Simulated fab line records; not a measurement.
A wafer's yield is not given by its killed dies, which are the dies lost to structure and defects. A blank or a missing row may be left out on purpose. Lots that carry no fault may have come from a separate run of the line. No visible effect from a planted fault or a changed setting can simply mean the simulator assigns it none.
fab line records	flow sky130
record: lots: 14	wafers: 42	last-day: 50
route steps=708 shown SONOS_TUNNEL@164 SONOS_ONO@181 LI_CONTACT@378 CONTACT@421 PAD_OPEN@708
lots with no fault: from the same line, run without faults
start-h: hours from the record's first day to the start of the lot's first wafer shown	wait-h: hours from the lot's prior step to this one	" repeats the value in the row above	L1.1+2: a row that stands for several wafers	- value missing, or start not given	* or withheld: withheld	< > ~ a bound
route shown NAME@n: names a module that has steps shown in the file, with the first one's number in the route	usual: average and standard deviation across the fault-free wafers	same: alike in all rows	chamber/n: place in a boat	sites: each site's reading	_std_site: how widely they spread, as a standard deviation	_edge_site: inner sites' mean taken away from outer sites' mean	radius-mm: for every site, how far away it sits from the centre of the wafer	mask NAME#n: copy n	behind: the last tool/chamber to shape the wafer	hold: reason for holding the lot/hours on hold/outcome of the hold	device: the transistor (n, p or np) that didn't switch	end of line: the route-end tests of the same wafers	a step with no rows: only its recipe	killed: dies that structure and defects cost at the first sort, which is not the same as the wafer's yield	map: per-die view of a wafer (x killed, . not killed, _ where there is no die)
set.NAME: the run value of the setting; set.NAME@STEP: its run value at that earlier step	model.NAME: the simulator's own value behind a step, which no gauge read
route steps across a sampled set of lots; one table per step, one row per wafer
services: from which hour (start-h, from the record's first day; less than 0 if before it) a tool's chamber was out of use, for how many hours, and why
== steps ==
step: SKY_SONOS_TUNNEL_WET_ETCH_10
recipe: chemistry: dHF	target-depth-nm: 14	target: SiO2	dilution: 100:1	temp-c: 25	time-s: 280
usual: bath-heat-duty-pct: 6.5/0.7	run-length-s: 308/4
lot.wafer	tool	chamber	start-h	wait-h	bath-heat-duty-pct	run-length-s
L362.1	wet-bench-03	2	245.95	0.1	6.5	312
L362.2	"	2	"	"	5.8	312
L362.3	"	2	"	"	7.0	312
L363.1	wet-bench-03	0	256.43	0.1	5.7	307
L363.3	"	0	"	"	5.8	307
L363.6	"	0	"	"	6.7	307
L364.4	wet-bench-03	1	263.22	0.1	7.1	313
L364.5	"	1	"	"	7.5	313
L364.6	"	1	"	"	7.0	313
L365.1	wet-bench-03	3	273.35	0.1	6.0	306
L365.2	"	3	"	"	5.5	306
L365.3	"	3	"	"	5.9	306
L366.1	wet-bench-01	0	282.85	0.1	6.8	305
L366.2	"	0	"	"	7.3	305
L366.5	"	0	"	"	7.0	305
L367.2	wet-bench-02	3	290.30	0.1	6.4	315
L367.3	"	3	"	"	5.7	315
L367.6	"	3	"	"	6.4	315
L368.1	wet-bench-03	2	291.83	0.1	7.0	306
L368.2	"	2	"	"	6.3	306
L368.5	"	2	"	"	6.4	306
L375.1	wet-bench-03	0	352.77	0.1	5.6	314
L375.3	"	0	"	"	5.1	314
L375.4	"	0	"	"	6.5	314
L376.3	wet-bench-03	0	360.42	0.1	5.9	307
L376.4	"	0	"	"	6.4	307
L376.6	"	0	"	"	5.9	307
L377.3	wet-bench-01	2	363.07	0.1	7.6	306
L377.4	"	2	"	"	6.7	306
L377.6	"	2	"	"	6.9	306
L378.2	wet-bench-01	2	376.12	0.1	6.4	313
L378.3	"	2	"	"	6.9	313
L378.4	"	2	"	"	6.4	313
L380.2	wet-bench-03	0	392.42	0.1	-	-
L380.3	"	0	"	"	-	-
L380.6	"	0	"	"	-	-
L382.2	wet-bench-03	1	406.89	0.1	-	-
L382.3	"	1	"	"	-	-
L382.5	"	1	"	"	-	-
L383.1	wet-bench-02	1	411.62	0.1	6.7	303
L383.2	"	1	"	"	6.9	303
L383.4	"	1	"	"	7.2	303
step: SKY_SONOS_ONO_CD_MEAS_13
recipe: target-cd-nm: 410
usual: cd-nm: 409.6/2.1
lot.wafer	tool	chamber	start-h	wait-h	cd-nm
L362.1	cd-sem-01	-	276.12	0.1	410.2
L362.2	"	-	"	"	408.2
L362.3	"	-	"	"	407.6
L363.1	cd-sem-01	-	285.16	0.1	408.2
L363.3	"	-	"	"	409.5
L363.6	"	-	"	"	408.9
L364.4	cd-sem-01	-	295.02	0.1	412.8
L364.5	"	-	"	"	412.3
L364.6	"	-	"	"	411.5
L365.1	cd-sem-02	-	308.72	0.1	407.9
L365.2	"	-	"	"	408.9
L365.3	"	-	"	"	409.9
L366.1	cd-sem-01	-	312.72	0.1	409.4
L366.2	"	-	"	"	408.6
L366.5	"	-	"	"	408.7
L367.2	cd-sem-02	-	320.84	0.1	407.4
L367.3	"	-	"	"	409.8
L367.6	"	-	"	"	407.8
L368.1	cd-sem-01	-	322.11	0.1	409.0
L368.2	"	-	"	"	407.8
L368.5	"	-	"	"	409.4
L375.1	cd-sem-02	-	384.81	0.1	410.6
L375.3	"	-	"	"	409.7
L375.4	"	-	"	"	407.5
L376.3	cd-sem-02	-	396.21	0.1	409.4
L376.4	"	-	"	"	406.2
L376.6	"	-	"	"	408.3
L377.3	cd-sem-01	-	397.15	0.1	410.3
L377.4	"	-	"	"	409.7
L377.6	"	-	"	"	410.0
L378.2	cd-sem-01	-	410.09	0.1	408.8
L378.3	"	-	"	"	409.7
L378.4	"	-	"	"	406.9
L383.1	cd-sem-01	-	447.62	0.1	407.3
L383.2	"	-	"	"	408.7
L383.4	"	-	"	"	407.9
step: SKY_LI_CONTACT_STRIP_16
recipe: chemistry: O2/N2	power-w: 1400	pressure-mtorr: 1500	platen-temp-c: withheld	o2-flow-sccm: 3000	n2-flow-sccm: 300	overash-fraction: 0.5
usual: chamber-pressure-mTorr: 1499.9/1.3	drypump-motor-current-A: 5.7/0.46	oes-product-au: 0.376/0.0047	strip-time-to-endpoint-s: 3.504/0.028
lot.wafer	tool	chamber	start-h	wait-h	chamber-pressure-mTorr	drypump-motor-current-A	oes-product-au	rf-hours-counter-h	strip-time-to-endpoint-s
L362.1	plasma-asher-02	1	673.65	-	1499.7	5.8	0.371	53	3.508
L362.2	"	0	"	"	1499.4	4.8	0.374	53	3.528
L362.3	"	1	"	"	1499.8	5.8	0.372	-	3.484
L363.1	plasma-asher-03	0	680.99	-	1499.7	5.6	0.375	101	3.549
L363.3	"	1	"	"	1496.3	6.1	0.375	-	3.549
L363.6	"	1	"	"	1502.3	6.1	0.376	-	3.538
L364.4	plasma-asher-03	0	693.63	-	1500.0	5.6	0.375	-	3.481
L364.5	"	0	"	"	1498.2	5.6	0.368	-	3.550
L364.6	"	1	"	"	1500.3	6.1	0.372	-	3.504
L365.1	plasma-asher-03	1	712.24	-	1499.3	6.1	0.376	104	3.512
L365.2	"	0	"	"	1498.0	5.7	0.376	104	3.455
L365.3	"	0	"	"	1498.2	5.6	0.380	-	3.497
L366.1	plasma-asher-03	1	713.12	-	1500.7	6.1	0.375	104	3.513
L366.2	"	0	"	"	1500.8	5.6	0.370	104	3.503
L366.5	"	1	"	"	1498.8	6.1	0.382	-	3.478
L368.1	plasma-asher-03	0	720.62	-	1501.1	5.6	0.383	105	3.458
L368.2	"	1	"	"	1497.9	6.2	0.378	105	3.525
L368.5	"	0	"	"	1499.2	5.7	0.385	-	3.478
L367.2	plasma-asher-02	0	721.49	-	1499.6	4.8	0.372	58	3.466
L367.3	"	0	"	"	1498.8	4.8	0.379	-	3.524
L367.6	"	0	"	"	1498.8	4.8	0.385	-	3.539
L375.1	plasma-asher-01	1	781.87	-	1500.4	5.7	0.370	97	3.490
L375.3	"	1	"	"	1499.4	5.6	0.375	-	3.515
L375.4	"	0	"	"	1500.6	6.3	0.377	-	3.507
L376.3	plasma-asher-02	1	789.83	-	1500.6	5.8	0.383	-	3.555
L376.4	"	0	"	"	1500.6	4.8	0.376	-	3.483
L376.6	"	0	"	"	1502.6	4.8	0.385	-	3.481
L377.3	plasma-asher-02	0	793.83	-	1498.2	4.8	0.382	-	3.515
L377.4	"	1	"	"	1499.2	5.8	0.381	-	3.517
L377.6	"	0	"	"	1501.0	4.8	0.372	-	3.531
L378.2	plasma-asher-01	1	800.40	-	1498.0	5.7	0.377	99	3.534
L378.3	"	1	"	"	1498.0	5.7	0.374	-	3.462
L378.4	"	0	"	"	1500.6	6.3	0.380	-	3.479
L383.1	plasma-asher-02	1	836.60	-	1499.9	5.8	0.373	69	3.532
L383.2	"	0	"	"	1497.9	4.8	0.380	69	3.505
L383.4	"	0	"	"	1498.2	4.8	0.378	-	3.523
step: SKY_CONTACT_OVL_MEAS_15
usual: CONTACT_OVL: -5/6
lot.wafer	tool	chamber	start-h	wait-h	CONTACT_OVL[nm]
L362.1	overlay-02	-	731.26	0.1	-4
L362.2	"	-	"	"	-16
L362.3	"	-	"	"	-10
L363.1	overlay-02	-	738.78	0.1	-7
L363.3	"	-	"	"	-10
L363.6	"	-	"	"	-4
L364.4	overlay-02	-	751.95	0.1	-14
L364.5	"	-	"	"	-6
L364.6	"	-	"	"	-13
L365.1	overlay-01	-	769.23	0.1	-9
L365.2	"	-	"	"	-14
L365.3	"	-	"	"	-7
L366.1	overlay-01	-	770.26	0.1	-2
L366.2	"	-	"	"	-8
L366.5	"	-	"	"	3
L368.1	overlay-01	-	777.41	0.1	-2
L368.2	"	-	"	"	-2
L368.5	"	-	"	"	-3
L367.2	overlay-01	-	778.84	0.1	-8
L367.3	"	-	"	"	-3
L367.6	"	-	"	"	-6
L375.1	overlay-02	-	838.11	0.1	-7
L375.3	"	-	"	"	-7
L375.4	"	-	"	"	-1
L376.3	overlay-02	-	846.05	0.1	-8
L376.4	"	-	"	"	-7
L376.6	"	-	"	"	-5
L377.3	overlay-01	-	849.97	0.1	2
L377.4	"	-	"	"	2
L377.6	"	-	"	"	4
L378.2	overlay-01	-	855.14	0.1	-10
L378.3	"	-	"	"	-6
L378.4	"	-	"	"	-10
L383.1	overlay-02	-	891.73	0.1	7
L383.2	"	-	"	"	-10
L383.4	"	-	"	"	-10
step: SKY_PAD_OPEN_PROBE_99
usual: killed_at_M0_to_M3: 43/7.2	killed_at_M4_up: 3.2/1.8	killed-at-contacts: 23/5.6	killed-at-front-end: 15/4.6	killed-at-other: 0.3/0.71	killed-dies: 85/10	killed-on-rim: 16/4.1	killed-open: 46/7.8	killed-short: 38/6.5
same: gross-dies: 492	killed-at-back-side: 0
lot.wafer	tool	chamber	start-h	wait-h	hold	killed_at_M0_to_M3	killed_at_M4_up	killed-at-contacts	killed-at-front-end	killed-at-other	killed-dies	killed-on-rim	killed-open	killed-short
L363.1	prober-02	-	1077.14	0.1	-	39	1	19	13	0	72	11	35	37
L363.3	prober-02	-	1077.24	0.2	-	43	3	26	14	1	87	17	50	36
L363.6	prober-02	-	1077.39	0.2	-	57	4	10	10	3	84	14	41	40
L365.1	prober-02	-	1102.91	0.1	-	43	2	17	6	0	68	17	35	32
L365.2	prober-02	-	1102.96	0.1	-	49	5	27	13	0	94	13	51	43
L365.3	prober-02	-	1103.01	0.2	-	39	5	18	16	0	78	18	40	37
L366.1	prober-02	-	1103.84	0.1	-	38	7	18	18	0	81	14	41	39
L366.2	prober-02	-	1103.89	0.1	-	59	2	26	8	0	95	16	60	35
L366.5	prober-02	-	1104.04	0.2	-	43	7	19	13	1	83	13	43	40
L368.1	prober-02	-	1108.87	0.1	-	36	2	17	8	0	63	13	38	25
L368.2	prober-02	-	1108.92	0.1	-	54	3	20	14	0	91	19	49	41
L368.5	prober-02	-	1109.07	0.2	-	61	3	26	9	0	99	22	57	42
L367.2	prober-02	-	1110.54	0.1	-	45	2	16	15	0	78	13	35	43
L367.3	prober-02	-	1110.59	0.2	-	49	4	23	14	0	90	19	46	44
L367.6	prober-02	-	1110.74	0.2	-	46	2	32	9	0	89	16	49	40
L378.2	prober-01	-	1165.49	0.1	-	35	3	25	14	0	77	10	38	38
L378.3	prober-01	-	1165.54	0.2	-	46	3	29	14	1	93	25	49	43
L378.4	prober-01	-	1165.59	0.2	-	40	2	22	9	1	74	13	46	27
L382.2	prober-02	-	1184.43	0.1	await-dispo/1.1h/scrap	38	6	29	419	0	492	96	52	37
L382.3	prober-02	-	1184.48	0.2	await-dispo/1.1h/scrap	54	6	28	404	0	492	96	64	41
L382.5	prober-02	-	1184.58	0.2	await-dispo/1.1h/scrap	47	2	22	421	0	492	96	49	33
L383.1	prober-02	-	1189.16	0.1	-	36	1	20	21	0	78	11	44	34
L383.2	prober-02	-	1189.21	0.1	-	40	4	22	18	2	86	21	41	45
L383.4	prober-02	-	1189.31	0.2	-	29	2	9	12	1	53	13	29	24
killed by level:class
L363.1 METAL1:geometric-particle:short=11 VIA3:geometric-particle:open=7 VIA1:geometric-particle:open=6 LI_CONTACT:geometric-particle:open=5 POLY_GATE:geometric-particle:short=4 LOCAL_INTERCONNECT:geometric-particle:short=4 CONTACT:geometric-particle:open=4 FIELD_ISO:geometric-particle:open=3
L363.3 CONTACT:geometric-particle:open=12 VIA1:geometric-particle:open=11 VIA3:geometric-particle:open=8 POLY_GATE:geometric-particle:open=5 METAL2:geometric-particle:short=5 FIELD_ISO:geometric-particle:short=4 LI_CONTACT:geometric-particle:short=4 LOCAL_INTERCONNECT:geometric-particle:short=4
L363.6 VIA1:geometric-particle:open=12 METAL2:geometric-particle:short=9 METAL1:geometric-particle:short=7 VIA3:geometric-particle:open=6 VIA2:geometric-particle:open=6 VIA3:geometric-particle:short=6 VIA1:geometric-particle:short=5 FIELD_ISO:geometric-particle:short=3
L365.1 METAL2:geometric-particle:short=7 LI_CONTACT:geometric-particle:open=6 VIA1:geometric-particle:open=6 METAL1:geometric-particle:short=5 METAL3:geometric-particle:short=5 CONTACT:geometric-particle:open=4 VIA2:geometric-particle:short=4 VIA3:geometric-particle:short=4
L365.2 VIA3:geometric-particle:open=10 LI_CONTACT:geometric-particle:open=8 CONTACT:geometric-particle:short=7 VIA1:geometric-particle:open=7 VIA2:geometric-particle:open=7 CONTACT:geometric-particle:open=6 METAL2:geometric-particle:short=6 METAL1:geometric-particle:short=5
L365.3 VIA1:geometric-particle:open=14 LI_CONTACT:geometric-particle:open=7 FIELD_ISO:geometric-particle:open=5 FIELD_ISO:geometric-particle:short=5 METAL1:geometric-particle:short=5 VIA2:geometric-particle:short=5 LOCAL_INTERCONNECT:geometric-particle:short=4 VIA1:geometric-particle:short=3
L366.1 VIA1:geometric-particle:open=11 POLY_GATE:geometric-particle:short=6 CONTACT:geometric-particle:open=6 VIA1:geometric-particle:short=6 LI_CONTACT:geometric-particle:open=5 VIA2:geometric-particle:open=4 METAL1:geometric-particle:short=4 METAL2:geometric-particle:short=4
L366.2 VIA1:geometric-particle:open=14 CONTACT:geometric-particle:open=9 VIA2:geometric-particle:open=9 LI_CONTACT:geometric-particle:open=8 VIA1:geometric-particle:short=8 VIA3:geometric-particle:open=8 METAL2:geometric-particle:short=6 CONTACT:geometric-particle:short=4
L366.5 VIA1:geometric-particle:open=12 CONTACT:geometric-particle:open=7 LI_CONTACT:geometric-particle:open=5 LOCAL_INTERCONNECT:geometric-particle:short=5 METAL1:geometric-particle:short=5 VIA1:geometric-particle:short=5 METAL2:geometric-particle:short=5 VIA3:geometric-particle:short=5
L368.1 VIA1:geometric-particle:open=10 CONTACT:geometric-particle:open=6 VIA2:geometric-particle:open=6 LI_CONTACT:geometric-particle:open=4 LOCAL_INTERCONNECT:geometric-particle:short=4 METAL3:geometric-particle:short=4 VIA2:geometric-particle:short=3 METAL1:geometric-particle:short=3
L368.2 VIA1:geometric-particle:open=9 LI_CONTACT:geometric-particle:open=8 VIA2:geometric-particle:open=8 METAL1:geometric-particle:short=7 CONTACT:geometric-particle:open=6 VIA1:geometric-particle:short=6 METAL2:geometric-particle:short=5 FIELD_ISO:geometric-particle:open=4
L368.5 VIA1:geometric-particle:open=15 VIA2:geometric-particle:open=14 VIA3:geometric-particle:open=9 CONTACT:geometric-particle:short=8 LI_CONTACT:geometric-particle:open=7 CONTACT:geometric-particle:open=7 VIA1:geometric-particle:short=6 METAL2:geometric-particle:short=6
L367.2 METAL2:geometric-particle:short=7 CONTACT:geometric-particle:open=6 METAL1:geometric-particle:short=6 VIA3:geometric-particle:short=6 VIA3:geometric-particle:open=6 VIA1:geometric-particle:open=5 VIA1:geometric-particle:short=5 VIA2:geometric-particle:open=4
L367.3 VIA3:geometric-particle:open=10 METAL2:geometric-particle:short=9 CONTACT:geometric-particle:open=8 CONTACT:geometric-particle:short=6 VIA1:geometric-particle:open=6 LI_CONTACT:geometric-particle:open=5 VIA2:geometric-particle:open=5 VIA3:geometric-particle:short=5
L367.6 CONTACT:geometric-particle:open=15 VIA1:geometric-particle:open=9 CONTACT:geometric-particle:short=8 VIA1:geometric-particle:short=7 VIA2:geometric-particle:open=7 METAL1:geometric-particle:short=5 METAL2:geometric-particle:short=5 VIA3:geometric-particle:open=5
L378.2 LI_CONTACT:geometric-particle:open=8 VIA3:geometric-particle:open=7 VIA1:geometric-particle:open=7 VIA1:geometric-particle:short=6 CONTACT:geometric-particle:open=6 LI_CONTACT:geometric-particle:short=4 LOCAL_INTERCONNECT:geometric-particle:short=4 METAL3:geometric-particle:short=4
L378.3 VIA1:geometric-particle:open=11 LI_CONTACT:geometric-particle:open=9 METAL1:geometric-particle:short=7 LOCAL_INTERCONNECT:geometric-particle:short=6 CONTACT:geometric-particle:open=6 VIA2:geometric-particle:open=6 VIA1:geometric-particle:short=5 LI_CONTACT:geometric-particle:short=5
L378.4 VIA1:geometric-particle:open=15 CONTACT:geometric-particle:open=7 LI_CONTACT:geometric-particle:open=6 VIA3:geometric-particle:open=6 CONTACT:geometric-particle:short=5 VIA2:geometric-particle:open=5 POLY_GATE:geometric-particle:open=3 METAL2:geometric-particle:short=3
L382.2 SONOS_TUNNEL:area-etch=403 CONTACT:geometric-particle:open=13 VIA1:geometric-particle:open=10 LI_CONTACT:geometric-particle:open=8 VIA3:geometric-particle:open=7 METAL1:geometric-particle:short=5 VIA1:geometric-particle:short=5 FIELD_ISO:geometric-particle:short=4
L382.3 SONOS_TUNNEL:area-etch=386 CONTACT:geometric-particle:open=13 VIA3:geometric-particle:open=11 VIA1:geometric-particle:open=9 VIA2:geometric-particle:open=8 METAL2:geometric-particle:short=7 LI_CONTACT:geometric-particle:open=7 METAL1:geometric-particle:short=6
L382.5 SONOS_TUNNEL:area-etch=409 VIA1:geometric-particle:open=12 VIA3:geometric-particle:open=8 CONTACT:geometric-particle:open=7 LI_CONTACT:geometric-particle:open=6 METAL3:geometric-particle:short=6 VIA2:geometric-particle:open=6 METAL2:geometric-particle:short=5
L383.1 CONTACT:geometric-particle:open=9 VIA1:geometric-particle:open=8 VIA3:geometric-particle:open=8 FIELD_ISO:geometric-particle:short=5 POLY_GATE:geometric-particle:open=5 METAL1:geometric-particle:short=5 FIELD_ISO:geometric-particle:open=4 LOCAL_INTERCONNECT:geometric-particle:short=4
L383.2 CONTACT:geometric-particle:open=9 VIA2:geometric-particle:open=7 FIELD_ISO:geometric-particle:short=6 VIA3:geometric-particle:open=6 VIA1:geometric-particle:open=5 METAL2:geometric-particle:short=5 POLY_GATE:geometric-particle:short=4 LI_CONTACT:geometric-particle:open=4
L383.4 VIA1:geometric-particle:open=6 VIA2:geometric-particle:open=6 METAL1:geometric-particle:short=5 VIA3:geometric-particle:open=5 FIELD_ISO:geometric-particle:short=4 CONTACT:geometric-particle:open=4 FIELD_ISO:geometric-particle:open=3 POLY_GATE:geometric-particle:open=2
== services ==
tool	chamber	start-h	hours	kind
plasma-asher-02	-	282.42	6.6	repair
plasma-asher-02	-	310.47	1.7	repair
plasma-asher-02	-	324.24	2.8	pm
plasma-asher-01	-	328.39	4.3	pm
plasma-asher-02	-	332.69	6.3	repair
wet-bench-02	-	391.96	0.5	repair
plasma-asher-02	-	435.17	6.6	repair
plasma-asher-03	-	506.05	20.6	repair
plasma-asher-01	-	510.88	2.8	pm
plasma-asher-02	-	541.10	0.4	repair
plasma-asher-03	-	590.43	0.4	repair
plasma-asher-01	-	594.59	0.4	repair
plasma-asher-03	-	711.27	0.8	repair
wet-bench-01	-	719.29	1.9	pm
plasma-asher-03	-	733.75	9.0	pm
plasma-asher-03	0	733.75	9.0	vent-cycle
plasma-asher-03	1	733.75	9.0	vent-cycle
plasma-asher-03	0	742.75	-	clean
plasma-asher-03	1	742.75	-	clean
plasma-asher-01	-	753.59	0.4	repair
wet-bench-03	-	768.62	2.1	repair
wet-bench-03	-	819.62	2.2	repair
== key ==
first-sign: step: SKY_SONOS_TUNNEL_WET_ETCH_10	reading: tool-record	direction: missing
effect: step: SKY_PAD_OPEN_PROBE_99	reading: killed-at-front-end	direction: up	sigmas: 88	usual: 15	struck: 415
more-kills-born-at: SKY_SONOS_TUNNEL_WET_ETCH_10@wet-bench-03: 1198
met-at SKY_SONOS_TUNNEL_WET_ETCH_10
struck-lots L380,L382
later-rows-left-out L380.2,L380.3,L380.6,L382.2,L382.3,L382.5
sort-left-out L380.2,L380.3,L380.6
tester-left-out L380,L382
not-acting-at SKY_SONOS_ONO_CD_MEAS_13,SKY_LI_CONTACT_STRIP_16,SKY_CONTACT_OVL_MEAS_15
onset-between 360.42 392.42
fault: kind: skipped-step-whole	tool: wet-bench-03	chamber: -	onset-h: 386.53	steps: SKY_SONOS_TUNNEL_WET_ETCH_10	scope: struck-lots-only
tester-left-out: of these lots the tester's yield and bins aren't shown, on N5 and GAA mostly nor the transistor test; their killed dies are dies lost to structure and defects alone, not to doping, threshold or leakage, so they don't give the yield
sort-left-out: the simulated sort isn't trusted on such a fault, so these wafers' sort isn't shown, and their yield isn't known
later-rows-left-out: the simulator's readings of these wafers behind a module that went badly wrong aren't trusted and aren't shown, but for the sort
